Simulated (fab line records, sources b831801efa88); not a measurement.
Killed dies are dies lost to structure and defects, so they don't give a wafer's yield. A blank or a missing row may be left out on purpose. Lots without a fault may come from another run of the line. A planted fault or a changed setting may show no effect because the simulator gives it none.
Chamber matching | flow sky130 | SKY_VIA3_HDPCVD_00 on hdpcvd-02: 3 sister chambers
The step deposits SiO2, target thk 1635 nm, time 272.5 s. 14 wafers are shown with their chamber, then 7 later ones without.

WAFERS WITH THEIR CHAMBER
wafer  | chamber | run_length_s (s) | pressure_mtorr (mTorr) | sih4_flow_sccm (sccm)
L620.1 | 1       | 300.1            | 5.995                  | 60.20
L620.3 | 0       | 300.2            | 6.033                  | 60.05
L620.5 | 2       | 299.6            | 6.010                  | 60.09
L622.1 | 0       | 300.5            | 6.009                  | 59.99
L622.2 | 1       | 300.4            | 5.995                  | 60.01
L622.6 | 0       | 300.0            | 5.993                  | 60.02
L634.1 | 1       | 300.0            | 6.005                  | 59.86
L634.3 | 2       | 299.1            | 5.971                  | 59.89
L634.5 | 2       | 299.6            | 5.987                  | 59.97
L635.2 | 0       | 299.9            | 6.016                  | 60.11
L635.3 | 2       | 299.1            | 6.004                  | 59.84
L635.4 | 2       | 299.7            | 6.013                  | 59.99
L636.1 | 1       | 300.1            | 5.984                  | 60.25
L636.5 | 1       | 300.0            | 5.997                  | 60.05

SIGNATURES (means of the wafers above)
reading        | chamber 0 | chamber 1 | chamber 2 | scatter within a chamber
run_length_s   | 300.150   | 300.120   | 299.420   | 0.246
pressure_mtorr | 6.01275   | 5.99520   | 5.99700   | 0.0145
sih4_flow_sccm | 60.0425   | 60.0740   | 59.9560   | 0.114
Rule: a wafer's distance from a chamber is the root of the sum, over the readings, of the square of ((its reading less the chamber's mean) divided by the reading's scatter). The wafer belongs to the nearest chamber; if the next one is less than 2 further off, it can't be placed. The scatter: the root of (the sum of the squares of (reading less its chamber's mean) over the shown wafers, divided by (wafers less chambers)).

WAFERS WITHOUT THEIR CHAMBER
wafer  | run_length_s (s) | pressure_mtorr (mTorr) | sih4_flow_sccm (sccm)
L636.6 | 299.1            | 6.004                  | 59.90
L637.2 | 300.1            | 6.022                  | 59.96
L637.3 | 299.1            | 6.001                  | 60.34
L637.5 | 300.1            | 6.009                  | 59.92
L641.1 | 300.5            | 6.019                  | 59.63
L641.2 | 299.2            | 5.994                  | 59.92
L641.3 | 300.1            | 5.988                  | 59.62

WHICH CHAMBER EACH WENT THROUGH
wafer  | from the rows above          | in truth
L636.6 | 2                            | 2
L637.2 | can't be placed: 0 or 1      | 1
L637.3 | can't be placed: 2 or 1 or 0 | 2
L637.5 | can't be placed: 0 or 1 or 2 | 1
L641.1 | can't be placed: 0 or 1 or 2 | 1
L641.2 | 2                            | 2
L641.3 | can't be placed: 1 or 2 or 0 | 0
Placed correctly: 2 of 7. Can't be placed from these rows: 5 (the true chamber is among the candidates in 5). Placed wrongly: 0.
